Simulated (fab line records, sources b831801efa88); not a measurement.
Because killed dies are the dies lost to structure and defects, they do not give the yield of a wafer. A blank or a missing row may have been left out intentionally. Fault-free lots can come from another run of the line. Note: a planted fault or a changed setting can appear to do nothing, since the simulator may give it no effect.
Which tool did it? / flow gf180mcu / Sampling: 13 lots, 39 wafers, 4 of 602 route steps

## WHAT THE GAUGES READ, wafer by wafer
Not one reading of a measure or inspect step in the record can be checked against a usual standard deviation.

## WHAT TOOL EACH LOT RAN ON (gives the tool, then ch and the chambers of the sampled wafers, and finally the start)
lot=L642; GF_HV_LDD_STRIP_22=plasmaAsher-01 ch 0,1, day 10 19:44; GF_M2_SPUTTER_02=pvdSputter-04, day 18 06:46; GF_V2_CVD_02=pecvd-04 ch 1,2, day 19 08:00; GF_V3_ETCH_16=rieDiel-02 ch 1,2,3, day 22 12:40
lot=L643; GF_HV_LDD_STRIP_22=plasmaAsher-01 ch 0,1, day 11 06:41; GF_M2_SPUTTER_02=pvdSputter-04, day 18 19:18; GF_V2_CVD_02=pecvd-03 ch 0,1,2, day 19 20:41; GF_V3_ETCH_16=rieDiel-02 ch 1,2,3, day 23 00:22
lot=L644; GF_HV_LDD_STRIP_22=plasmaAsher-01 ch 0,1, day 11 11:26; GF_M2_SPUTTER_02=pvdSputter-01, day 19 03:09; GF_V2_CVD_02=pecvd-04 ch 0,1,2, day 20 04:00; GF_V3_ETCH_16=rieDiel-04 ch 1,2,3, day 23 07:31
lot=L645; GF_HV_LDD_STRIP_22=plasmaAsher-01 ch 1, day 11 21:21; GF_M2_SPUTTER_02=pvdSputter-01, day 19 13:27; GF_V2_CVD_02=pecvd-04 ch 0,1,2, day 20 14:22; GF_V3_ETCH_16=rieDiel-02 ch 1,2, day 23 16:01
lot=L654; GF_HV_LDD_STRIP_22=plasmaAsher-03 ch 0,1, day 14 23:11; GF_M2_SPUTTER_02=pvdSputter-01, day 23 02:16; GF_V2_CVD_02=pecvd-04 ch 0,1, day 24 02:20; GF_V3_ETCH_16=rieDiel-02 ch 1,2,3, day 27 00:46
lot=L655; GF_HV_LDD_STRIP_22=plasmaAsher-01 ch 0,1, day 15 04:25; GF_M2_SPUTTER_02=pvdSputter-04, day 23 10:52; GF_V2_CVD_02=pecvd-04 ch 0,1,2, day 24 10:30; GF_V3_ETCH_16=rieDiel-04 ch 1,2, day 27 04:49
lot=L656; GF_HV_LDD_STRIP_22=plasmaAsher-01 ch 1, day 15 13:18; GF_M2_SPUTTER_02=pvdSputter-01, day 23 19:22; GF_V2_CVD_02=pecvd-01 ch 1,2, day 24 18:48; GF_V3_ETCH_16=rieDiel-04 ch 0,1,3, day 27 13:25
lot=L658; GF_HV_LDD_STRIP_22=plasmaAsher-02 ch 0,1, day 16 03:42; GF_M2_SPUTTER_02=pvdSputter-01, day 24 10:48; GF_V2_CVD_02=pecvd-03 ch 0,1, day 25 09:48; GF_V3_ETCH_16=rieDiel-01 ch 0,1,2, day 28 02:37
lot=L659; GF_HV_LDD_STRIP_22=plasmaAsher-03 ch 1, day 16 16:43; GF_M2_SPUTTER_02=pvdSputter-01, day 25 04:25; GF_V2_CVD_02=pecvd-01 ch 0,1, day 26 02:13; GF_V3_ETCH_16=rieDiel-04 ch 0,1,3, day 28 18:19
lot=L661; GF_HV_LDD_STRIP_22=plasmaAsher-01 ch 0,1, day 17 00:26; GF_M2_SPUTTER_02=pvdSputter-04, day 25 07:25; GF_V2_CVD_02=pecvd-04 ch 0,2, day 26 05:35; GF_V3_ETCH_16=rieDiel-04 ch 0,1,3, day 28 21:56
lot=L662; GF_HV_LDD_STRIP_22=plasmaAsher-01 ch 0, day 17 11:11; GF_M2_SPUTTER_02=pvdSputter-04, day 25 17:28; GF_V2_CVD_02=pecvd-04 ch 0,2, day 26 15:44; GF_V3_ETCH_16=rieDiel-04 ch 0,1,3, day 29 05:28
lot=L663; GF_HV_LDD_STRIP_22=plasmaAsher-03 ch 0,1, day 17 19:45; GF_M2_SPUTTER_02=pvdSputter-01, day 26 03:04; GF_V2_CVD_02=pecvd-03 ch 0,1, day 27 00:02; GF_V3_ETCH_16=rieDiel-01 ch 0,3, day 29 13:58
lot=L664; GF_HV_LDD_STRIP_22=plasmaAsher-02 ch 0,1, day 18 04:55; GF_M2_SPUTTER_02=pvdSputter-01, day 26 07:42; GF_V2_CVD_02=pecvd-03 ch 0,1, day 27 05:35; GF_V3_ETCH_16=rieDiel-02 ch 1,2, day 29 20:19
- GF_HV_LDD_STRIP_22: strips in O2/N2.
- GF_M2_SPUTTER_02: material AlCu, target thk 450 nm, time 23.9 s.
- GF_V2_CVD_02: deposits SiO2 from TEOS, target thk 850 nm, time 94.851 s.
- GF_V3_ETCH_16: etches BARC in N2/H2.

## WHAT THE TOOLS THEMSELVES READ (means of the sampled wafers that have a number; where no wafer has one, the mark that the record gives instead)
GF_HV_LDD_STRIP_22.
lot=L642; tool=plasmaAsher-01; drypumpMotorCurrentA (A)=5.9; heaterPowerW (W)=384; oesProductAu (a.u.)=0.718; platenTempC (C)=250.03; stripTimeToEndpointS (s)=12.598
lot=L643; tool=plasmaAsher-01; drypumpMotorCurrentA (A)=5.9; heaterPowerW (W)=381; oesProductAu (a.u.)=0.716; platenTempC (C)=250.09; stripTimeToEndpointS (s)=12.637
lot=L644; tool=plasmaAsher-01; drypumpMotorCurrentA (A)=5.9; heaterPowerW (W)=396; oesProductAu (a.u.)=0.749; platenTempC (C)=253.46; stripTimeToEndpointS (s)=11.765
lot=L645; tool=plasmaAsher-01; drypumpMotorCurrentA (A)=5.6; heaterPowerW (W)=394; oesProductAu (a.u.)=0.748; platenTempC (C)=253.18; stripTimeToEndpointS (s)=11.808
lot=L654; tool=plasmaAsher-03; drypumpMotorCurrentA (A)=5.9; heaterPowerW (W)=298; oesProductAu (a.u.)=0.715; platenTempC (C)=249.88; stripTimeToEndpointS (s)=12.600
lot=L655; tool=plasmaAsher-01; drypumpMotorCurrentA (A)=5.9; heaterPowerW (W)=381; oesProductAu (a.u.)=0.717; platenTempC (C)=250.07; stripTimeToEndpointS (s)=12.671
lot=L656; tool=plasmaAsher-01; drypumpMotorCurrentA (A)=5.6; heaterPowerW (W)=380; oesProductAu (a.u.)=0.715; platenTempC (C)=250.17; stripTimeToEndpointS (s)=12.632
lot=L658; tool=plasmaAsher-02; drypumpMotorCurrentA (A)=6.0; heaterPowerW (W)=354; oesProductAu (a.u.)=0.717; platenTempC (C)=250.15; stripTimeToEndpointS (s)=12.645
lot=L659; tool=plasmaAsher-03; drypumpMotorCurrentA (A)=5.7; heaterPowerW (W)=315; oesProductAu (a.u.)=0.717; platenTempC (C)=250.14; stripTimeToEndpointS (s)=12.603
lot=L661; tool=plasmaAsher-01; drypumpMotorCurrentA (A)=5.9; heaterPowerW (W)=384; oesProductAu (a.u.)=0.720; platenTempC (C)=249.88; stripTimeToEndpointS (s)=12.657
lot=L662; tool=plasmaAsher-01; drypumpMotorCurrentA (A)=6.5; heaterPowerW (W)=383; oesProductAu (a.u.)=0.718; platenTempC (C)=249.99; stripTimeToEndpointS (s)=12.641
lot=L663; tool=plasmaAsher-03; drypumpMotorCurrentA (A)=5.8; heaterPowerW (W)=309; oesProductAu (a.u.)=0.713; platenTempC (C)=250.07; stripTimeToEndpointS (s)=12.654
lot=L664; tool=plasmaAsher-02; drypumpMotorCurrentA (A)=6.0; heaterPowerW (W)=349; oesProductAu (a.u.)=0.713; platenTempC (C)=249.91; stripTimeToEndpointS (s)=12.659

GF_M2_SPUTTER_02.
lot=L642; tool=pvdSputter-04; throttleValvePct (%)=29.8
lot=L643; tool=pvdSputter-04; throttleValvePct (%)=31.2
lot=L644; tool=pvdSputter-01; throttleValvePct (%)=29.6
lot=L645; tool=pvdSputter-01; throttleValvePct (%)=29.5
lot=L654; tool=pvdSputter-01; throttleValvePct (%)=30.2
lot=L655; tool=pvdSputter-04; throttleValvePct (%)=30.8
lot=L656; tool=pvdSputter-01; throttleValvePct (%)=29.9
lot=L658; tool=pvdSputter-01; throttleValvePct (%)=29.6
lot=L659; tool=pvdSputter-01; throttleValvePct (%)=29.9
lot=L661; tool=pvdSputter-04; throttleValvePct (%)=30.9
lot=L662; tool=pvdSputter-04; throttleValvePct (%)=30.8
lot=L663; tool=pvdSputter-01; throttleValvePct (%)=30.1
lot=L664; tool=pvdSputter-01; throttleValvePct (%)=29.8

GF_V2_CVD_02.
lot=L642; tool=pecvd-04; heaterPowerOuterW (W)=457; heaterPowerW (W)=747
lot=L643; tool=pecvd-03; heaterPowerOuterW (W)=386; heaterPowerW (W)=651
lot=L644; tool=pecvd-04; heaterPowerOuterW (W)=432; heaterPowerW (W)=723
lot=L645; tool=pecvd-04; heaterPowerOuterW (W)=425; heaterPowerW (W)=696
lot=L654; tool=pecvd-04; heaterPowerOuterW (W)=429; heaterPowerW (W)=692
lot=L655; tool=pecvd-04; heaterPowerOuterW (W)=428; heaterPowerW (W)=715
lot=L656; tool=pecvd-01; heaterPowerOuterW (W)=359; heaterPowerW (W)=653
lot=L658; tool=pecvd-03; heaterPowerOuterW (W)=420; heaterPowerW (W)=718
lot=L659; tool=pecvd-01; heaterPowerOuterW (W)=434; heaterPowerW (W)=761
lot=L661; tool=pecvd-04; heaterPowerOuterW (W)=381; heaterPowerW (W)=650
lot=L662; tool=pecvd-04; heaterPowerOuterW (W)=370; heaterPowerW (W)=647
lot=L663; tool=pecvd-03; heaterPowerOuterW (W)=384; heaterPowerW (W)=651
lot=L664; tool=pecvd-03; heaterPowerOuterW (W)=431; heaterPowerW (W)=738

GF_V3_ETCH_16.
lot=L642; tool=rieDiel-02; drypumpMotorCurrentA (A)=5.9; oesProductAu (a.u.)=0.856; throttleValvePct (%)=13.235
lot=L643; tool=rieDiel-02; drypumpMotorCurrentA (A)=5.9; oesProductAu (a.u.)=0.857; throttleValvePct (%)=13.223
lot=L644; tool=rieDiel-04; drypumpMotorCurrentA (A)=5.8; oesProductAu (a.u.)=0.855; throttleValvePct (%)=13.212
lot=L645; tool=rieDiel-02; drypumpMotorCurrentA (A)=5.9; oesProductAu (a.u.)=0.859; throttleValvePct (%)=13.230
lot=L654; tool=rieDiel-02; drypumpMotorCurrentA (A)=5.9; oesProductAu (a.u.)=0.854; throttleValvePct (%)=13.220
lot=L655; tool=rieDiel-04; drypumpMotorCurrentA (A)=5.9; oesProductAu (a.u.)=0.853; throttleValvePct (%)=13.237
lot=L656; tool=rieDiel-04; drypumpMotorCurrentA (A)=5.6; oesProductAu (a.u.)=0.854; throttleValvePct (%)=13.222
lot=L658; tool=rieDiel-01; drypumpMotorCurrentA (A)=6.1; oesProductAu (a.u.)=0.856; throttleValvePct (%)=13.228
lot=L659; tool=rieDiel-04; drypumpMotorCurrentA (A)=5.6; oesProductAu (a.u.)=0.853; throttleValvePct (%)=13.221
lot=L661; tool=rieDiel-04; drypumpMotorCurrentA (A)=5.6; oesProductAu (a.u.)=0.858; throttleValvePct (%)=13.225
lot=L662; tool=rieDiel-04; drypumpMotorCurrentA (A)=5.6; oesProductAu (a.u.)=0.856; throttleValvePct (%)=13.225
lot=L663; tool=rieDiel-01; drypumpMotorCurrentA (A)=5.6; oesProductAu (a.u.)=0.853; throttleValvePct (%)=13.227
lot=L664; tool=rieDiel-02; drypumpMotorCurrentA (A)=5.9; oesProductAu (a.u.)=0.859; throttleValvePct (%)=13.226

## THE ANSWER, worked out from the rows above alone
Rule: the usual values come from the lots themselves. Put in order of their means at a reading, lots are off if they are a third of the lots or fewer, leave a main group of 4 or more, and stand apart from it by a gap of 3 or more times the standard deviation of the main group's means; of several such gaps the widest counts. If all means in a main group match to the digits the tables above print for the reading, that group is not used. A lot without any number at a reading at which 4 lots or more have one is off too. All remaining lots with rows at the step are treated as sound. Order of review: gauges by route order, followed by the tools' own readings, for which a lot's mean as printed above is used. The first step at which some lot is off is used, and at that step the reading that is off furthest; a lot without a number counts as furthest.
Off, at GF_HV_LDD_STRIP_22 on stripTimeToEndpointS: L644, L645. For the main group the mean is 12.636 s and the standard deviation 0.024.
A tool fits if, at that step or a process step before it, it ran every lot that is off, and no sound lot after the first of them. Not one of the candidates tried fits.

## WHAT WAS PUT IN BY THE SIMULATOR
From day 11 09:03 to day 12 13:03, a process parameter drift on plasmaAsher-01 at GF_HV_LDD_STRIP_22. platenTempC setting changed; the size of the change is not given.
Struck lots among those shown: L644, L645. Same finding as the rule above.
